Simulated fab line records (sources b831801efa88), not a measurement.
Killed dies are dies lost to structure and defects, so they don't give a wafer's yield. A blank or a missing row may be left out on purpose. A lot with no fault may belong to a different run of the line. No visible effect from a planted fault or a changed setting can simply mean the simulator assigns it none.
Comparing a struck lot with a sound one    flow sky130    19 steps out of a route of 708
Sound: wafers L273.1, L273.2, L273.6. Struck: wafers L289.2, L289.4, L289.6. The cause is given at the end.
At each step with rows: each side's tool, then ch and its chambers, then its first start. Under that, the readings that differ: sound wafers    struck wafers    difference of the means    sigmas: that difference in standard deviations of wafers without a fault.
alike: readings with means less than 2 such deviations apart, plus words and numbers identical on both sides. not compared: withheld readings, readings lacking a value on some wafer, bounds such as >300 that could conceal the same value, and numbers that have no deviation in the record and whose values overlap.
Wherever a step has rows on one side only, a row that says differs or no value, or a row with sigmas, the two part there. Numbers that have no deviation but don't overlap get no sigmas and don't part them. A reading that every wafer of one side lacks parts them only if that side has two wafers or more.

first, 4 steps without rows for these wafers: SKY_VT_ADJUST_LVTN_SOFTBAKE_14 (time 60 s); SKY_VT_ADJUST_LVTN_EXPOSE_15 (exposes mask HVN STD DERIVED, target cd 600 nm); SKY_VT_ADJUST_LVTN_PEB_16; SKY_VT_ADJUST_LVTN_DEVELOP_17 (develop time 60 s).
SKY_VT_ADJUST_LVTN_OVL_MEAS_18:
  sound on overlay-01 at day 8 10:19; struck on overlay-01 at day 12 19:25
  alike: VT_ADJUST_LVTN_01_OVL
after that, 1 step had no rows for these wafers: SKY_VT_ADJUST_LVTN_IMPLANT_19.
SKY_VT_ADJUST_LVTN_STRIP_20: strips in O2/N2.
  sound on plasma_asher-04 ch 0,1, day 8 10:30; struck on plasma_asher-03 ch 0,1, day 12 19:35
  alike: drypump_motor_current_A, oes_product_au, strip_time_to_endpoint_s
  not compared: rf_hours_counter_h
SKY_VT_ADJUST_LVTN_TW_MEAS_21:
  sound on film_metro-04 at day 8 10:36; struck on film_metro-04 at day 12 19:42
  alike: VT_ADJUST_LVTN_2_TW
then, 4 steps without rows for these wafers: SKY_VT_ADJUST_NCORE_DEHYDRATE_00 (time 60 s); SKY_VT_ADJUST_NCORE_HMDS_01 (prime time 60 s); SKY_VT_ADJUST_NCORE_COAT_02 (resist thk 1140 nm); SKY_VT_ADJUST_NCORE_SOFTBAKE_03 (time 60 s).
SKY_VT_ADJUST_NCORE_EXPOSE_04: exposes mask LVTN COMPLEMENT THIN, target cd 380 nm.
  sound on iline_stepper-02 ch 0, day 8 21:00; struck on iline_stepper-01 ch 0, day 13 09:12
reading                                  sound                 struck       difference  sigmas
model.VT_ADJUST_NCORE.overlay_x_nm (nm)  -1.034 -1.034 -1.034  206 206 206  +207        
  alike: mask
then, 2 steps without rows for these wafers: SKY_VT_ADJUST_NCORE_PEB_05; SKY_VT_ADJUST_NCORE_DEVELOP_06 (develop time 60 s).
SKY_VT_ADJUST_NCORE_CD_MEAS_07: target cd 380 nm.
  sound on cd_sem-01 at day 9 07:35; struck on cd_sem-01 at day 13 20:59
  alike: cd_nm
SKY_VT_ADJUST_NCORE_OVL_MEAS_08:
  sound on overlay-01 at day 9 07:43; struck on overlay-01 at day 13 21:05
reading                   sound          struck             difference  sigmas
VT_ADJUST_NCORE_OVL (nm)  -0.8 0.7 -0.9  207.2 207.4 207.4  +207.7      +99 or more
after that, 1 step had no rows for these wafers: SKY_VT_ADJUST_NCORE_IMPLANT_09.
-- a jump in the record: the struck wafers' starts before and after are 36 days apart (it breaks off in module VT_ADJUST_NCORE and resumes in module PAD_OPEN, where the first step shown is number 708 of the route) --
SKY_PAD_OPEN_PROBE_99:
  sound on prober-02 at day 47 02:42; struck on prober-01 at day 50 05:01
reading                                     sound                    struck                  difference  sigmas
killed_at_front_end                         11 5 15                  30 37 44                +27         +7
killed_dies                                 82 75 86                 89 111 112              +23         +2
model.etest.sram_nfet_pass.drive_ua_um      490.7 478.3 486.1        564.2 548.7 577.4       +78.4       
model.etest.sram_pfet_latch.drive_ua_um     140.8 133 133.2          163.5 155.2 154.3       +22.0       
model.etest.pfet_01v8_lvt.drive_ua_um       172.4 169 170.3          179.8 180.5 178.9       +9.2        
model.etest.sram_pfet_latch.off_log10_a_um  -12.71 -12.85 -13.09     -11.77 -11.83 -12.07    +0.99       
model.etest.sram_nfet_pass.off_log10_a_um   -12.73 -12.59 -12.69     -12.02 -11.9 -11.48     +0.87       
model.etest.nfet_05v0_nvt.off_log10_a_um    -10.88 -10.84 -10.81     -11.59 -11.57 -11.56    -0.73       
model.etest.pfet_01v8_lvt.off_log10_a_um    -9.262 -9.35 -9.044      -8.103 -8.052 -8.189    +1.104      
model.etest.sram_pfet_latch.vt_sat_v (V)    -0.7791 -0.7889 -0.8043  -0.6847 -0.697 -0.7032  +0.0958     
  alike: killed_at_M0_to_M3, killed_at_M4_up, killed_at_contacts, killed_at_other, killed_open, killed_short

WHERE THEY PART
Last at SKY_PAD_OPEN_PROBE_99 as far as this record goes, first at SKY_VT_ADJUST_NCORE_OVL_MEAS_08.

WHY: whatever the simulator had introduced
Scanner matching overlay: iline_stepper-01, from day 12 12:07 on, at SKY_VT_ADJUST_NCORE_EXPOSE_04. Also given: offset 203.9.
